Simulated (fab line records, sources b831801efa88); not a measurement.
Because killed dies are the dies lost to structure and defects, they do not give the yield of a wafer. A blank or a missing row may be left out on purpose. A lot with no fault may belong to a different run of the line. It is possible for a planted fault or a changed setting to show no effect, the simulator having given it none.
fab line records	flow sky130
record: lots: 11	wafers: 33	lastDay: 50
route steps=708 shown NWELL@68 VT_ADJUST_HVTP@92 VT_ADJUST_LVTN@106 VT_ADJUST_NCORE@129 PAD_OPEN@708
lots untouched by any fault: they come from a run of this same line in which no faults occurred
startH: the number of hours between the record's first day and the start of the first shown wafer of the lot	waitH: hours since the lot's step before	" same as the row above	L1.1+2: a single row standing in for several wafers	- value missing, or start not given	* or withheld: withheld	< > ~ a bound
route shown NAME@n: NAME is a module with steps in the file, n the number in the route of the first one	usual: mean and standard deviation over wafers with no fault	same: alike in all rows	chamber/n: place in a boat	sites: readings site by site	_std_site: standard deviation of those values	_edge_site: inner sites' mean taken away from outer sites' mean	radiusMm: how far each site lies from the wafer's centre	mask NAME#n: copy n	behind: the last tool/chamber to shape the wafer	hold: the reason the lot was held/the length of the hold in hours/how it ended	device: whichever transistor did not switch (one of n, p or np)	end of line: the route-end tests of the same wafers	step lacking rows: just its recipe	killed: at the first sort, the dies lost to defects and structure; wafer yield is something else	map: dies across one wafer; x = killed, . = not, _ = none there
set.NAME: the setting that was run; set.NAME@STEP: the one run at that earlier step	model.NAME: the simulator's own value behind a step, which no gauge read
the route's steps for a sample of lots (tables are steps, rows are wafers)
services: when a tool's chamber went out of use (startH, in hours from the record's first day, below 0 if earlier), for how many hours, and the reason
== steps ==
step: SKY_NWELL_TW_MEAS_15
usual: NWELL_TW: 1834/12
lot.wafer	tool	chamber	startH	waitH	NWELL_TW
L161.1	filmMetro-01	-	89.24	0.1	1846
L161.2	"	-	"	"	1834
L161.6	"	-	"	"	1836
L160.1	filmMetro-04	-	89.26	0.1	1849
L160.3	"	-	"	"	1835
L160.5	"	-	"	"	1839
L167.1	filmMetro-02	-	123.61	0.1	1817
L167.2	"	-	"	"	1834
L167.4	"	-	"	"	1828
L168.2	filmMetro-01	-	128.02	0.1	1822
L168.3	"	-	"	"	1820
L168.5	"	-	"	"	1824
L171.1	filmMetro-04	-	151.71	0.1	1853
L171.2	"	-	"	"	1845
L171.3	"	-	"	"	1841
L172.3	filmMetro-02	-	156.80	0.1	1818
L172.5	"	-	"	"	1827
L172.6	"	-	"	"	1818
L173.2	filmMetro-04	-	163.85	0.1	1845
L173.3	"	-	"	"	1858
L173.5	"	-	"	"	1844
L174.2	filmMetro-04	-	165.82	0.1	1860
L174.3	"	-	"	"	1854
L174.6	"	-	"	"	1857
L181.1	filmMetro-01	-	217.73	0.1	1825
L181.2	"	-	"	"	1833
L181.3	"	-	"	"	1831
L183.2	filmMetro-04	-	229.50	0.1	1843
L183.3	"	-	"	"	1846
L183.6	"	-	"	"	1843
L182.3	filmMetro-02	-	229.86	0.1	1811
L182.5	"	-	"	"	1820
L182.6	"	-	"	"	1818
step: SKY_VT_ADJUST_HVTP_CD_MEAS_07
recipe: targetCdNm: 380
usual: cdNm: 379.1/2.3
lot.wafer	tool	chamber	startH	waitH	cdNm
L161.1	cdSem-02	-	125.17	0.1	378.7
L161.2	"	-	"	"	378.0
L161.6	"	-	"	"	380.2
L160.1	cdSem-02	-	125.80	0.1	381.3
L160.3	"	-	"	"	383.0
L160.5	"	-	"	"	385.6
L167.1	cdSem-02	-	162.37	0.1	378.8
L167.2	"	-	"	"	377.9
L167.4	"	-	"	"	376.1
L168.2	cdSem-01	-	166.19	0.1	378.3
L168.3	"	-	"	"	379.8
L168.5	"	-	"	"	378.2
L171.1	cdSem-01	-	191.10	0.1	377.1
L171.2	"	-	"	"	377.4
L171.3	"	-	"	"	377.6
L172.3	cdSem-02	-	197.09	0.1	379.1
L172.5	"	-	"	"	380.7
L172.6	"	-	"	"	379.2
L173.2	cdSem-02	-	204.44	0.1	376.7
L173.3	"	-	"	"	377.1
L173.5	"	-	"	"	377.5
L174.2	cdSem-01	-	207.49	0.1	380.0
L174.3	"	-	"	"	378.0
L174.6	"	-	"	"	381.7
L181.1	cdSem-02	-	265.01	0.1	378.6
L181.2	"	-	"	"	377.7
L181.3	"	-	"	"	378.6
L183.2	cdSem-02	-	277.48	0.1	378.4
L183.3	"	-	"	"	377.7
L183.6	"	-	"	"	378.1
L182.3	cdSem-01	-	277.80	0.1	378.7
L182.5	"	-	"	"	376.8
L182.6	"	-	"	"	375.2
step: SKY_VT_ADJUST_LVTN_STRIP_09
recipe: chemistry: O2/N2	powerW: 1400	pressureMtorr: 1500	platenTempC: withheld	o2FlowSccm: 3000	n2FlowSccm: 300	overashFraction: 0.5
usual: chamberPressureMTorr: 1500.1/1.4	drypumpMotorCurrentA: 5.82/0.24	oesProductAu: 0.722/0.0049	stripTimeToEndpointS: 36.99/0.11
lot.wafer	tool	chamber	startH	waitH	chamberPressureMTorr	drypumpMotorCurrentA	oesProductAu	rfHoursCounterH	stripTimeToEndpointS
L161.1	plasmaAsher-03	0	145.04	0.1	1500.5	5.60	0.723	35	37.26
L161.2	"	1	"	"	1499.4	6.27	0.718	35	37.30
L161.6	"	0	"	"	1498.8	5.61	0.727	-	37.28
L160.1	plasmaAsher-01	1	145.30	0.1	1499.8	5.75	0.719	46	36.77
L160.3	"	1	"	"	1501.8	5.74	0.726	-	36.83
L160.5	"	0	"	"	1503.4	5.65	0.720	-	36.95
L167.1	plasmaAsher-02	0	182.20	0.1	1500.1	5.70	0.733	52	37.08
L167.2	"	1	"	"	1497.6	5.88	0.723	52	37.09
L167.4	"	1	"	"	1497.1	5.88	0.730	-	37.22
L168.2	plasmaAsher-03	0	186.83	0.1	1500.1	5.65	0.721	39	36.97
L168.3	"	0	"	"	1500.9	5.62	0.715	-	36.90
L168.5	"	1	"	"	1499.9	6.26	0.721	-	36.97
L171.1	plasmaAsher-03	1	212.23	0.1	1497.6	6.28	0.723	42	36.89
L171.2	"	0	"	"	1500.2	5.61	0.717	42	36.86
L171.3	"	0	"	"	1498.9	5.62	0.725	-	36.87
L172.3	plasmaAsher-03	0	218.88	0.1	-	-	-	-	-
L172.5	"	0	"	"	-	-	-	-	-
L172.6	"	1	"	"	-	-	-	-	-
L173.2	plasmaAsher-02	1	226.28	0.1	-	-	-	-	-
L173.3	"	1	"	"	-	-	-	-	-
L173.5	"	1	"	"	-	-	-	-	-
L174.2	plasmaAsher-01	0	229.79	0.1	-	-	-	-	-
L174.3	"	1	"	"	-	-	-	-	-
L174.6	"	0	"	"	-	-	-	-	-
L181.1	plasmaAsher-01	1	290.34	0.1	1501.0	5.68	0.717	61	36.90
L181.2	"	0	"	"	1499.6	5.62	0.730	61	36.98
L181.3	"	1	"	"	1499.1	5.73	0.724	-	36.99
L183.2	plasmaAsher-02	0	302.70	0.1	1498.8	5.71	0.732	62	37.04
L183.3	"	0	"	"	1501.2	5.70	0.717	-	36.99
L183.6	"	1	"	"	1501.8	5.88	0.721	-	37.01
L182.3	plasmaAsher-03	1	303.08	0.1	1500.8	6.26	0.724	-	37.00
L182.5	"	0	"	"	1498.0	5.61	0.718	-	37.06
L182.6	"	1	"	"	1500.9	6.23	0.717	-	37.12
step: SKY_VT_ADJUST_LVTN_STRIP_20
recipe: chemistry: O2/N2	powerW: 1400	pressureMtorr: 1500	platenTempC: withheld	o2FlowSccm: 3000	n2FlowSccm: 300	overashFraction: 0.5
usual: chamberPressureMTorr: 1500.1/1.2	drypumpMotorCurrentA: 5.80/0.21	oesProductAu: 0.716/0.005	stripTimeToEndpointS: 14.19/0.039
lot.wafer	tool	chamber	startH	waitH	chamberPressureMTorr	drypumpMotorCurrentA	oesProductAu	rfHoursCounterH	stripTimeToEndpointS
L161.1	plasmaAsher-01	0	163.78	0.1	1501.7	5.61	0.722	48	14.18
L161.2	"	1	"	"	1501.2	5.78	0.716	48	14.12
L161.6	"	1	"	"	1501.4	5.76	0.713	-	14.13
L160.1	plasmaAsher-02	1	164.08	0.1	1498.7	5.87	0.724	51	14.22
L160.3	"	0	"	"	1499.6	5.70	0.715	-	14.19
L160.5	"	0	"	"	1499.7	5.71	0.711	-	14.21
L167.1	plasmaAsher-01	0	202.88	0.1	1500.8	5.64	0.710	52	14.19
L167.2	"	1	"	"	1499.5	5.73	0.719	52	14.14
L167.4	"	0	"	"	1499.6	5.64	0.716	-	14.14
L168.2	plasmaAsher-01	0	208.14	0.1	1500.8	5.62	0.721	52	14.26
L168.3	"	1	"	"	1498.5	5.71	0.716	-	14.27
L168.5	"	1	"	"	1500.6	5.70	0.717	-	14.24
L171.1	plasmaAsher-02	0	234.85	0.1	1498.1	5.70	0.722	57	14.20
L171.2	"	1	"	"	1498.9	5.90	0.720	57	14.20
L171.3	"	0	"	"	1500.4	5.70	0.704	-	14.20
L172.3	plasmaAsher-03	1	242.08	0.1	1499.0	6.23	0.732	-	58.63
L172.5	"	1	"	"	1499.2	6.25	0.729	-	58.72
L172.6	"	0	"	"	1500.1	5.59	0.729	-	58.58
L173.2	plasmaAsher-03	0	248.45	0.1	1500.5	5.60	0.729	45	58.75
L173.3	"	1	"	"	1500.2	6.26	0.730	-	58.76
L173.5	"	1	"	"	1499.9	6.26	0.737	-	58.93
L174.2	plasmaAsher-02	0	252.84	0.1	1499.4	5.69	0.724	59	58.80
L174.3	"	1	"	"	1501.2	5.91	0.726	-	58.80
L174.6	"	0	"	"	1500.6	5.67	0.733	-	58.74
L181.1	plasmaAsher-02	0	316.55	0.1	1499.8	5.70	0.723	64	14.27
L181.2	"	1	"	"	1499.2	5.91	0.715	64	14.28
L181.3	"	0	"	"	1498.8	5.69	0.716	-	14.27
L183.2	plasmaAsher-03	1	329.24	0.1	1499.4	6.25	0.720	54	14.17
L183.3	"	1	"	"	1499.8	6.26	0.719	-	14.18
L183.6	"	0	"	"	1499.8	5.59	0.718	-	14.12
L182.3	plasmaAsher-03	1	330.33	0.1	1498.8	6.27	0.714	-	14.28
L182.5	"	1	"	"	1501.1	6.26	0.707	-	14.23
L182.6	"	0	"	"	1500.7	5.60	0.711	-	14.25
step: SKY_VT_ADJUST_LVTN_TW_MEAS_21
usual: VT_ADJUST_LVTN_2_TW: 189.8/1
lot.wafer	tool	chamber	startH	waitH	hold	VT_ADJUST_LVTN_2_TW
L161.1	filmMetro-01	-	163.88	0.1	-	189.0
L161.2	"	-	"	"	-	189.6
L161.6	"	-	"	"	-	188.5
L160.1	filmMetro-04	-	164.18	0.1	-	191.1
L160.3	"	-	"	"	-	190.6
L160.5	"	-	"	"	-	191.3
L167.1	filmMetro-03	-	202.98	0.1	-	188.3
L167.2	"	-	"	"	-	188.6
L167.4	"	-	"	"	-	188.1
L168.2	filmMetro-04	-	208.25	0.1	-	191.4
L168.3	"	-	"	"	-	191.3
L168.5	"	-	"	"	-	190.6
L171.1	filmMetro-03	-	234.95	0.1	-	189.9
L171.2	"	-	"	"	-	188.9
L171.3	"	-	"	"	-	189.6
L172.3	filmMetro-03	-	242.17	0.1	awaitDispo/0.2h/release	30.3
L172.5	"	-	"	"	awaitDispo/0.2h/release	30.4
L172.6	"	-	"	"	awaitDispo/0.2h/release	30.2
L172.3	filmMetro-03	-	242.40	0.2	-	30.4
L172.5	"	-	"	"	-	30.2
L172.6	"	-	"	"	-	30.3
L173.2	filmMetro-04	-	248.56	0.1	awaitDispo/0.2h/release	30.6
L173.3	"	-	"	"	awaitDispo/0.2h/release	30.5
L173.5	"	-	"	"	awaitDispo/0.2h/release	30.4
L173.2	filmMetro-04	-	248.79	0.2	-	30.4
L173.3	"	-	"	"	-	30.5
L173.5	"	-	"	"	-	30.3
L174.2	filmMetro-04	-	252.95	0.1	awaitDispo/0.2h/release	30.5
L174.3	"	-	"	"	awaitDispo/0.2h/release	30.5
L174.6	"	-	"	"	awaitDispo/0.2h/release	30.4
L174.2	filmMetro-04	-	253.17	0.2	-	30.4
L174.3	"	-	"	"	-	30.6
L174.6	"	-	"	"	-	30.5
L181.1	filmMetro-01	-	316.65	0.1	-	189.3
L181.2	"	-	"	"	-	189.7
L181.3	"	-	"	"	-	188.3
L183.2	filmMetro-01	-	329.35	0.1	-	188.5
L183.3	"	-	"	"	-	189.2
L183.6	"	-	"	"	-	190.1
L182.3	filmMetro-01	-	330.42	0.1	-	189.3
L182.5	"	-	"	"	-	188.9
L182.6	"	-	"	"	-	188.8
step: SKY_VT_ADJUST_NCORE_STRIP_10
recipe: chemistry: O2/N2	powerW: 1400	pressureMtorr: 1500	platenTempC: withheld	o2FlowSccm: 3000	n2FlowSccm: 300	overashFraction: 0.5
usual: chamberPressureMTorr: 1500.2/1.4	drypumpMotorCurrentA: 5.81/0.12	oesProductAu: 0.716/0.0049	stripTimeToEndpointS: 14.19/0.041
lot.wafer	tool	chamber	startH	waitH	chamberPressureMTorr	drypumpMotorCurrentA	oesProductAu	rfHoursCounterH	stripTimeToEndpointS
L161.1	plasmaAsher-01	0	183.90	0.1	1500.2	5.59	0.711	50	14.28
L161.2	"	1	"	"	1500.0	5.75	0.720	50	14.29
L161.6	"	1	"	"	1500.1	5.73	0.711	-	14.28
L160.1	plasmaAsher-04	1	184.52	0.1	1501.2	5.90	0.723	6	14.18
L160.3	"	1	"	"	1500.0	5.90	0.717	-	14.14
L160.5	"	1	"	"	1500.7	5.90	0.718	-	14.19
L167.1	plasmaAsher-01	0	224.43	0.1	1502.4	5.62	0.715	54	14.26
L167.2	"	1	"	"	1499.2	5.73	0.719	54	14.26
L167.4	"	0	"	"	1500.4	5.63	0.712	-	14.25
L168.2	plasmaAsher-04	1	230.98	0.1	1501.9	5.90	0.716	11	14.17
L168.3	"	1	"	"	1498.6	5.92	0.721	-	14.18
L168.5	"	1	"	"	1502.0	5.88	0.719	-	14.22
L171.1	plasmaAsher-02	1	258.03	0.1	1498.6	5.92	0.717	59	14.18
L171.2	"	0	"	"	1497.5	5.71	0.710	59	14.22
L171.3	"	0	"	"	1498.5	5.69	0.711	-	14.19
L181.1	plasmaAsher-02	0	344.10	0.1	1499.5	5.70	0.712	67	14.20
L181.2	"	1	"	"	1500.4	5.89	0.724	67	14.19
L181.3	"	0	"	"	1501.1	5.68	0.708	-	14.18
L183.2	plasmaAsher-02	1	356.78	0.1	1500.6	5.89	0.721	68	14.26
L183.3	"	0	"	"	1499.4	5.70	0.720	-	14.27
L183.6	"	0	"	"	1499.2	5.69	0.711	-	14.22
L182.3	plasmaAsher-04	0	357.76	0.1	1501.5	5.91	0.722	-	14.17
L182.5	"	1	"	"	1501.6	5.97	0.717	-	14.21
L182.6	"	0	"	"	1500.1	5.93	0.719	-	14.22
step: SKY_PAD_OPEN_PROBE_99
usual: defectLimitedYield: 82.5/2.1	killed_at_M0_to_M3: 43/7.7	killed_at_M4_up: 2.9/1.9	killedAtContacts: 24/5.9	killedAtFrontEnd: 16/5.1	killedAtOther: 0.3/0.63	killedDies: 86/10	killedOpen: 47/7.6	killedShort: 39/6.8	sort_bin_3_pad_short: 0.8/0.44	sort_bin_5_function: 10.4/1.6	sort_bin_6_memory: 6.3/1.1	sortNPass: 406/10	sortYieldPct: 82.5/2.1
same: grossDies: 492	killedAtBackSide: 0	sort_bin_4_leakage[%]: 0	sort_bin_8_speed[%]: 0
lot.wafer	tool	chamber	startH	waitH	defectLimitedYield[%]	killed_at_M0_to_M3	killed_at_M4_up	killedAtContacts	killedAtFrontEnd	killedAtOther	killedDies	killedOpen	killedShort	sort_bin_3_pad_short[%]	sort_bin_5_function[%]	sort_bin_6_memory[%]	sortNPass	sortYieldPct[%]
L161.1	prober-01	-	1072.07	0.1	80.3	47	5	27	16	2	97	56	41	0.8	11.2	7.7	395	80.3
L161.2	prober-01	-	1072.12	0.1	78.3	47	2	30	27	1	107	61	42	0.8	11.8	9.1	385	78.3
L161.6	prober-01	-	1072.32	0.2	79.3	53	2	33	14	0	102	57	45	0.8	12.6	7.3	390	79.3
L160.1	prober-02	-	1073.20	0.1	81.3	53	2	18	19	0	92	47	45	0.6	13.2	4.9	400	81.3
L160.3	prober-02	-	1073.30	0.2	82.9	42	4	22	16	0	84	51	32	1.2	8.9	6.9	408	82.9
L160.5	prober-02	-	1073.40	0.2	83.3	35	2	18	27	0	82	40	42	0.6	10.0	6.1	410	83.3
L167.1	prober-02	-	1114.70	0.1	84.1	40	3	28	7	0	78	50	28	1.0	10.2	4.7	414	84.1
L167.2	prober-02	-	1114.75	0.1	84.8	28	0	27	20	0	75	36	39	0.4	10.0	4.9	417	84.8
L167.4	prober-02	-	1114.85	0.2	84.8	35	3	27	10	0	75	33	42	1.4	8.7	5.1	417	84.8
L168.2	prober-01	-	1119.15	0.1	80.7	53	2	22	18	0	95	57	38	0.8	11.6	6.9	397	80.7
L168.3	prober-01	-	1119.20	0.2	87.4	41	2	9	10	0	62	33	29	0	8.5	4.1	430	87.4
L168.5	prober-01	-	1119.30	0.2	76.0	68	2	35	13	0	118	63	55	2.0	14.4	7.5	374	76.0
L171.1	prober-02	-	1142.03	0.1	80.5	43	2	35	16	0	96	54	42	0.2	13.2	6.1	396	80.5
L171.2	prober-02	-	1142.08	0.1	80.7	54	1	20	20	0	95	41	53	1.2	11.6	6.5	397	80.7
L171.3	prober-02	-	1142.13	0.2	84.8	45	1	18	10	1	75	45	30	1.6	7.5	6.1	417	84.8
L181.1	prober-02	-	1194.30	0.1	80.7	50	3	21	20	1	95	55	40	0.6	12.0	6.7	397	80.7
L181.2	prober-02	-	1194.35	0.1	82.3	47	2	22	16	0	87	47	39	1.2	10.8	5.7	405	82.3
L181.3	prober-02	-	1194.40	0.2	83.7	38	2	24	16	0	80	35	45	1.0	9.6	5.7	412	83.7
L183.2	prober-01	-	1198.62	0.1	82.5	44	3	24	15	0	86	51	32	0.2	10.4	6.9	406	82.5
L183.3	prober-01	-	1198.67	0.2	83.5	56	0	16	9	0	81	51	29	0.4	8.9	7.1	411	83.5
L183.6	prober-01	-	1198.82	0.2	81.3	44	1	30	17	0	92	48	42	0.8	11.6	6.3	400	81.3
L182.3	prober-02	-	1203.16	0.2	83.7	39	4	19	18	0	80	35	45	0.8	10.4	5.1	412	83.7
L182.5	prober-02	-	1203.26	0.2	82.7	33	4	25	23	0	85	38	47	0.8	10.8	5.7	407	82.7
L182.6	prober-02	-	1203.31	0.2	83.5	31	3	25	22	0	81	46	35	0.8	10.6	5.1	411	83.5
killed by level:class
L161.1 CONTACT:geometricParticle:open=13 VIA1:geometricParticle:open=11 VIA3:geometricParticle:open=11 VIA2:geometricParticle:open=7 LI_CONTACT:geometricParticle:open=5 LOCAL_INTERCONNECT:geometricParticle:short=5 METAL4:geometricParticle:short=5 FIELD_ISO:geometricParticle:open=4
L161.2 CONTACT:geometricParticle:open=15 VIA1:geometricParticle:open=13 FIELD_ISO:geometricParticle:short=8 LI_CONTACT:geometricParticle:open=6 CONTACT:geometricParticle:short=6 VIA2:geometricParticle:open=6 METAL1:geometricParticle:short=5 VIA3:geometricParticle:short=5
L161.6 VIA1:geometricParticle:open=13 LOCAL_INTERCONNECT:geometricParticle:short=9 VIA3:geometricParticle:open=8 LI_CONTACT:geometricParticle:open=8 CONTACT:geometricParticle:open=8 CONTACT:geometricParticle:short=7 METAL2:geometricParticle:short=7 VIA2:geometricParticle:open=7
L160.1 CONTACT:geometricParticle:open=9 VIA2:geometricParticle:open=9 METAL1:geometricParticle:short=8 METAL2:geometricParticle:short=8 POLY_GATE:geometricParticle:open=7 VIA1:geometricParticle:short=7 POLY_GATE:geometricParticle:short=6 VIA3:geometricParticle:open=6
L160.3 VIA1:geometricParticle:open=12 CONTACT:geometricParticle:open=9 LI_CONTACT:geometricParticle:open=8 POLY_GATE:geometricParticle:short=6 POLY_GATE:geometricParticle:open=6 VIA2:geometricParticle:open=6 VIA3:geometricParticle:open=6 METAL3:geometricParticle:short=4
L160.5 POLY_GATE:geometricParticle:short=10 VIA2:geometricParticle:open=7 CONTACT:geometricParticle:open=6 VIA3:geometricParticle:open=6 FIELD_ISO:geometricParticle:short=5 VIA1:geometricParticle:open=5 LI_CONTACT:geometricParticle:open=4 LOCAL_INTERCONNECT:geometricParticle:short=4
L167.1 CONTACT:geometricParticle:open=13 VIA1:geometricParticle:open=11 LI_CONTACT:geometricParticle:open=8 METAL1:geometricParticle:short=6 VIA3:geometricParticle:open=6 CONTACT:geometricParticle:short=4 METAL2:geometricParticle:short=4 POLY_GATE:geometricParticle:open=3
L167.2 CONTACT:geometricParticle:short=10 LI_CONTACT:geometricParticle:open=7 VIA1:geometricParticle:open=6 POLY_GATE:geometricParticle:short=5 METAL1:geometricParticle:short=5 FIELD_ISO:geometricParticle:short=4 VIA1:geometricParticle:short=4 CONTACT:geometricParticle:open=4
L167.4 LOCAL_INTERCONNECT:geometricParticle:short=9 CONTACT:geometricParticle:open=9 VIA1:geometricParticle:open=7 VIA3:geometricParticle:open=5 METAL1:geometricParticle:short=5 VIA3:geometricParticle:short=5 METAL2:geometricParticle:short=4 FIELD_ISO:geometricParticle:open=3
L168.2 VIA3:geometricParticle:open=14 VIA1:geometricParticle:open=10 CONTACT:geometricParticle:open=9 POLY_GATE:geometricParticle:open=8 METAL2:geometricParticle:short=6 METAL1:geometricParticle:short=5 VIA2:geometricParticle:open=5 FIELD_ISO:geometricParticle:open=4
L168.3 VIA3:geometricParticle:open=12 VIA1:geometricParticle:open=10 VIA1:geometricParticle:short=6 POLY_GATE:geometricParticle:short=5 METAL1:geometricParticle:short=4 METAL2:geometricParticle:short=4 LI_CONTACT:geometricParticle:open=3 CONTACT:geometricParticle:open=3
L168.5 VIA1:geometricParticle:open=17 METAL1:geometricParticle:short=12 CONTACT:geometricParticle:open=12 LI_CONTACT:geometricParticle:open=9 VIA3:geometricParticle:open=8 VIA1:geometricParticle:short=8 METAL2:geometricParticle:short=6 METAL2:geometricParticle:open=6
L171.1 VIA1:geometricParticle:open=13 CONTACT:geometricParticle:open=10 CONTACT:geometricParticle:short=9 POLY_GATE:geometricParticle:open=8 VIA2:geometricParticle:open=7 METAL2:geometricParticle:short=7 LI_CONTACT:geometricParticle:open=6 LOCAL_INTERCONNECT:geometricParticle:short=6
L171.2 VIA1:geometricParticle:open=15 METAL2:geometricParticle:short=7 POLY_GATE:geometricParticle:short=6 METAL1:geometricParticle:short=6 CONTACT:geometricParticle:short=6 VIA1:geometricParticle:short=6 VIA2:geometricParticle:short=5 LI_CONTACT:geometricParticle:open=4
L171.3 VIA1:geometricParticle:open=15 CONTACT:geometricParticle:open=10 VIA1:geometricParticle:short=8 VIA3:geometricParticle:open=7 FIELD_ISO:geometricParticle:short=4 METAL2:geometricParticle:short=3 POLY_GATE:geometricParticle:short=3 LOCAL_INTERCONNECT:geometricParticle:short=3
L181.1 VIA1:geometricParticle:open=12 POLY_GATE:geometricParticle:open=8 VIA2:geometricParticle:open=8 METAL2:geometricParticle:short=6 LI_CONTACT:geometricParticle:open=5 VIA3:geometricParticle:open=5 CONTACT:geometricParticle:short=5 POLY_GATE:geometricParticle:short=4
L181.2 VIA1:geometricParticle:open=11 VIA3:geometricParticle:open=6 VIA2:geometricParticle:open=6 LOCAL_INTERCONNECT:geometricParticle:short=5 CONTACT:geometricParticle:open=5 METAL1:geometricParticle:short=5 METAL2:geometricParticle:short=5 FIELD_ISO:geometricParticle:short=4
L181.3 METAL2:geometricParticle:short=10 CONTACT:geometricParticle:open=9 VIA1:geometricParticle:open=8 FIELD_ISO:geometricParticle:short=5 LI_CONTACT:geometricParticle:short=5 FIELD_ISO:geometricParticle:open=4 LI_CONTACT:geometricParticle:open=4 METAL1:geometricParticle:short=4
L183.2 CONTACT:geometricParticle:open=11 VIA1:geometricParticle:open=10 VIA2:geometricParticle:open=7 LI_CONTACT:geometricParticle:open=6 METAL2:geometricParticle:short=6 VIA1:geometricParticle:short=5 VIA2:geometricParticle:short=5 VIA3:geometricParticle:open=5
L183.3 VIA1:geometricParticle:open=16 VIA2:geometricParticle:open=8 METAL2:geometricParticle:short=7 CONTACT:geometricParticle:open=6 VIA3:geometricParticle:open=6 VIA1:geometricParticle:short=5 METAL2:geometricParticle:open=5 METAL3:geometricParticle:short=4
L183.6 CONTACT:geometricParticle:open=10 LI_CONTACT:geometricParticle:open=9 VIA2:geometricParticle:open=9 VIA1:geometricParticle:short=8 FIELD_ISO:geometricParticle:short=7 VIA1:geometricParticle:open=7 VIA2:geometricParticle:short=6 LI_CONTACT:geometricParticle:short=5
L182.3 VIA2:geometricParticle:short=6 CONTACT:geometricParticle:open=6 METAL1:geometricParticle:short=6 POLY_GATE:geometricParticle:open=5 VIA3:geometricParticle:open=5 POLY_GATE:geometricParticle:short=4 VIA1:geometricParticle:short=4 VIA1:geometricParticle:open=4
L182.5 CONTACT:geometricParticle:short=8 POLY_GATE:geometricParticle:short=7 CONTACT:geometricParticle:open=7 LI_CONTACT:geometricParticle:open=6 VIA2:geometricParticle:open=6 FIELD_ISO:geometricParticle:short=5 METAL1:geometricParticle:short=5 VIA1:geometricParticle:short=5
L182.6 VIA1:geometricParticle:open=8 FIELD_ISO:geometricParticle:short=7 LI_CONTACT:geometricParticle:open=7 POLY_GATE:geometricParticle:open=6 VIA2:geometricParticle:open=6 VIA3:geometricParticle:open=6 LI_CONTACT:geometricParticle:short=5 CONTACT:geometricParticle:open=4
== services ==
tool	chamber	startH	hours	kind
plasmaAsher-04	-	162.34	2.5	repair
plasmaAsher-02	-	214.77	4.3	pm
plasmaAsher-03	-	222.11	1.9	repair
plasmaAsher-02	-	277.96	14.2	repair
plasmaAsher-01	-	310.42	0.4	repair
== key ==
firstSign: step: SKY_VT_ADJUST_LVTN_STRIP_09	reading: toolRecord	direction: missing
effect: step: SKY_VT_ADJUST_LVTN_STRIP_20	reading: stripTimeToEndpointS	direction: up	sigmas: 99+	usual: *	struck: *
effect: step: SKY_VT_ADJUST_LVTN_TW_MEAS_21	reading: visit	direction: added
effect: step: SKY_VT_ADJUST_LVTN_TW_MEAS_21	reading: VT_ADJUST_LVTN_2_TW	direction: down	sigmas: 99+	usual: 189.8	struck: 30.4
metAt SKY_VT_ADJUST_LVTN_STRIP_09
struckLots L172,L173,L174
scrappedBehind SKY_VT_ADJUST_LVTN_TW_MEAS_21 L172.3,L172.5,L172.6,L173.2,L173.3,L173.5,L174.2,L174.3,L174.6
notActingAt SKY_NWELL_TW_MEAS_15,SKY_VT_ADJUST_HVTP_CD_MEAS_07,SKY_VT_ADJUST_NCORE_STRIP_10
onsetBetween 212.23 218.88
fault: kind: skippedStepWhole	tool: plasmaAsher-01,plasmaAsher-02,plasmaAsher-03	chamber: -	onsetH: 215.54	steps: SKY_VT_ADJUST_LVTN_STRIP_09	scope: struckLotsOnly
